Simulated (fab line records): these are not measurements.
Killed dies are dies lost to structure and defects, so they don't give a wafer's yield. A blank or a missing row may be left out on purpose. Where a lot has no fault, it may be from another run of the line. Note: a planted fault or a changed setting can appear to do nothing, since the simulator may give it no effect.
Comparing a struck lot with a sound one ; flow sky130 ; 30 out of 708 route steps
Sound: the wafers L245.1, L245.2, L245.4. The struck wafers were L259.1, L259.4, L259.6. At the end, the cause is stated.
Each step with rows lists, per side, the tool, then ch with its chambers, then its first start. Under that, the readings that differ: sound wafers ; struck wafers ; difference of the means ; sigmas: that difference in standard deviations of wafers without a fault.
alike: readings whose means differ by less than 2 such deviations, and words and numbers that are the same on both sides. not compared: withheld readings, readings that some wafer has no value for, bounds like >300 that may hide the same value, and numbers for which the record gives no deviation and whose values overlap.
Wherever a step has rows on one side only, a row that says differs or no value, or a row with sigmas, the two part there. When numbers do not overlap yet have no deviation, they are printed without sigmas and do not part them. Lack of a reading on every wafer of one side parts them only where that side has two or more wafers.

SKY_PWDE_STRIP_09: strips in O2/N2.
  sound on plasma-asher-03 ch 0,1, day 3 18:54; struck on plasma-asher-01 ch 0,1, day 7 10:06
  alike: drypump-motor-current-A, oes-product-au, strip-time-to-endpoint-s
  not compared: rf-hours-counter-h
SKY_PWDE_TW_MEAS_10:
  sound: film-metro-03 at day 3 19:00; struck: film-metro-02 at day 7 10:12
  alike: PWDE_TW
then, 7 steps without rows for these wafers: SKY_NWELL_DEHYDRATE_03 (time 60 s); SKY_NWELL_HMDS_04 (prime time 60 s); SKY_NWELL_COAT_05 (resist thk 3000 nm); SKY_NWELL_SOFTBAKE_06; SKY_NWELL_EXPOSE_07 (exposes mask NWM, target cd 840 nm); SKY_NWELL_PEB_08; SKY_NWELL_DEVELOP_09 (develop time 60 s).
SKY_NWELL_OVL_MEAS_10:
  sound: overlay-01 at day 4 12:07; struck: overlay-02 at day 8 07:09
reading;sound;struck;difference;sigmas
NWELL_00_OVL (nm);0.8 -0.7 -0.7;2.7 3.2 1.7;+2.7;+2
then, 2 steps without rows for these wafers: SKY_NWELL_IMPLANT_11; SKY_NWELL_IMPLANT_12.
SKY_NWELL_IMPLANT_13:
  sound on implanter-03 ch 0, day 4 12:27; struck on implanter-04 ch 0, day 8 07:29
reading;sound;struck;difference;sigmas
dose-ions-cm2;6.996e+11 7.003e+11 7.001e+11;1.2902e+12 1.2918e+12 1.2907e+12;+5.9090e+11;+99 or more
faraday-current-uA;4.03 3.94 4.00;7.44 7.19 7.20;+3.29;+42
SKY_NWELL_STRIP_14: strips in O2/N2.
  sound on plasma-asher-04 ch 0,1, day 4 12:36; struck on plasma-asher-02 ch 0,1, day 8 07:38
  alike: drypump-motor-current-A, oes-product-au, strip-time-to-endpoint-s
  not compared: rf-hours-counter-h
SKY_NWELL_TW_MEAS_15:
  sound: film-metro-03 at day 4 12:42; struck: film-metro-02 at day 8 07:44
  alike: NWELL_TW
then, 7 steps without rows for these wafers: SKY_NWELL_DEHYDRATE_16 (time 60 s); SKY_NWELL_HMDS_17 (prime time 60 s); SKY_NWELL_COAT_18 (resist thk 3000 nm); SKY_NWELL_SOFTBAKE_19; SKY_NWELL_EXPOSE_20 (exposes mask NWM COMPLEMENT, target cd 840 nm); SKY_NWELL_PEB_21; SKY_NWELL_DEVELOP_22 (develop time 60 s).
SKY_NWELL_OVL_MEAS_23:
  sound: overlay-02 at day 5 06:30; struck: overlay-01 at day 9 03:37
  alike: NWELL_01_OVL
then, 1 step without rows for these wafers: SKY_NWELL_IMPLANT_24.
SKY_NWELL_STRIP_25: strips in O2/N2.
  sound on plasma-asher-04 ch 0,1, day 5 06:41; struck on plasma-asher-04 ch 1, day 9 03:48
  alike: drypump-motor-current-A, oes-product-au, strip-time-to-endpoint-s
  not compared: rf-hours-counter-h
SKY_NWELL_TW_MEAS_26:
  sound: film-metro-03 at day 5 06:47; struck: film-metro-02 at day 9 03:54
  alike: NWELL_2_TW
then, 1 step without rows for these wafers: SKY_NWELL_CLEAN_27 (cleans in SC1/SC2, time 150 s).
SKY_NWELL_RTA_28: time 30 s.
  sound on rtp-anneal-01 ch 0, day 5 06:53; struck on rtp-anneal-01 ch 0, day 9 04:01
  alike: lamp-power-pct, wafer_temp_C_max
SKY_NWELL_RS_MEAS_29: uses a four-point probe to measure.
  sound: film-metro-04 at day 5 06:59; struck: film-metro-04 at day 9 04:07
reading;sound;struck;difference;sigmas
NWELL_RS (ohm/sq);627.0 626.5 626.7;608.0 608.6 608.6;-18.3;-11
-- the record jumps here: 41 days lie between the struck wafers' starts before and after (it left off in module NWELL and takes up again in module PAD_OPEN, whose first step shown is number 708 of the route) --
SKY_PAD_OPEN_PROBE_99:
  sound: prober-02 at day 45 19:49; struck: prober-01 at day 49 17:23
reading;sound;struck;difference;sigmas
model.etest.pfet_16v.r-on-ohm-um;1.507e+04 1.533e+04 1.516e+04;1.584e+04 1.614e+04 1.595e+04;+7.900e+02;
model.etest.nfet_16v.r-on-ohm-um;1.428e+04 1.432e+04 1.426e+04;1.358e+04 1.368e+04 1.36e+04;-6.667e+02;
model.etest.pfet-g5v0d10v5.r-on-ohm-um;4775 4752 4712;5130 5137 5132;+387;
model.etest.tip_p_5v.rs-ohm-sq;2922 2894 2915;3010 2999 2998;+92;
model.etest.pfet_01v8.r-on-ohm-um;2886 2907 2783;2940 2932 2940;+79;
model.etest.pfet-g5v0d10v5.drive-ua-um;335.6 340.9 342.6;309.7 309.2 310.9;-29.8;
model.etest.pfet_01v8_lvt.drive-ua-um;176.1 175.2 180.3;155.2 154.4 154.1;-22.6;
  alike: killed_at_M0_to_M3, killed_at_M4_up, killed-at-contacts, killed-at-front-end, killed-at-other, killed-dies, killed-open, killed-short
  not compared: model.etest.tip-p.rs-ohm-sq

WHERE THEY PART
Earliest at SKY_NWELL_OVL_MEAS_10; latest, in this record, at SKY_NWELL_RS_MEAS_29. Later steps at which nothing parts them and some readings are alike: SKY_PAD_OPEN_PROBE_99.

WHY: what had been put in by the simulator
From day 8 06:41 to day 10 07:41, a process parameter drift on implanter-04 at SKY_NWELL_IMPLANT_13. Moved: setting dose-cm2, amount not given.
